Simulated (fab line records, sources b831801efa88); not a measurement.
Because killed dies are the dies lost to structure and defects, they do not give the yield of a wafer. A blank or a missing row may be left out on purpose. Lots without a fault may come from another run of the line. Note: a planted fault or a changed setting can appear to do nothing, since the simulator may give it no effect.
Matching of chambers	flow sky130	4 sister chambers for SKY_LI_CONTACT_CMP_02 on cmp-02
The step polishes PSG. 16 wafers are shown with their chamber, then 8 later ones without.

## WAFERS PAIRED WITH THEIR CHAMBERS
wafer	chamber	motorCurrentA (A)	timeToEndpointS (s)
L130.2	1	13.6	31
L130.3	2	11.8	26
L130.4	0	11.2	32
L138.2	1	13.3	33
L138.4	3	13.0	28
L138.6	2	11.3	29
L139.3	1	12.8	32
L139.4	0	11.2	34
L139.5	3	12.5	27
L144.1	3	13.9	31
L144.3	1	13.1	37
L144.5	0	10.8	38
L146.1	0	11.8	34
L146.2	3	12.0	31
L146.6	1	13.1	30
L150.1	2	11.9	34

SIGNATURES (averages over the wafers above)
reading	chamber 0	chamber 1	chamber 2	chamber 3	scatter within a chamber
motorCurrentA	11.250	13.180	11.667	12.850	0.503
timeToEndpointS	34.50	32.60	29.67	29.25	2.79
Rule: for each reading, subtract the chamber's mean from the wafer's reading, divide by that reading's scatter and square the result; add these up over the readings and take the root, which gives the wafer's distance from the chamber. The wafer belongs to the nearest chamber; if the next one is less than 2 further off, it can't be placed. The scatter: the root of (the sum of the squares of (reading less its chamber's mean) over the shown wafers, divided by (wafers less chambers)).

## WAFERS WITHOUT THEIR CHAMBER
wafer	motorCurrentA (A)	timeToEndpointS (s)
L150.5	12.0	34
L150.6	12.6	34
L151.3	10.9	35
L151.4	12.3	33
L151.6	13.2	33
L152.3	13.2	31
L152.4	11.7	29
L152.6	11.8	29

## WHICH CHAMBER EACH ONE RAN IN
wafer	from the rows above	in truth
L150.5	can't be placed: 0 or 2 or 3 or 1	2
L150.6	can't be placed: 1 or 3 or 2 or 0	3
L151.3	can't be placed: 0 or 2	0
L151.4	can't be placed: 3 or 2 or 1 or 0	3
L151.6	can't be placed: 1 or 3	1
L152.3	can't be placed: 1 or 3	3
L152.4	can't be placed: 2 or 0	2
L152.6	can't be placed: 2 or 3 or 0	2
Correct placement for 0 of the 8. Unplaceable from these rows: 8, with the true chamber sitting among the candidates in 8. Placed wrongly: 0.
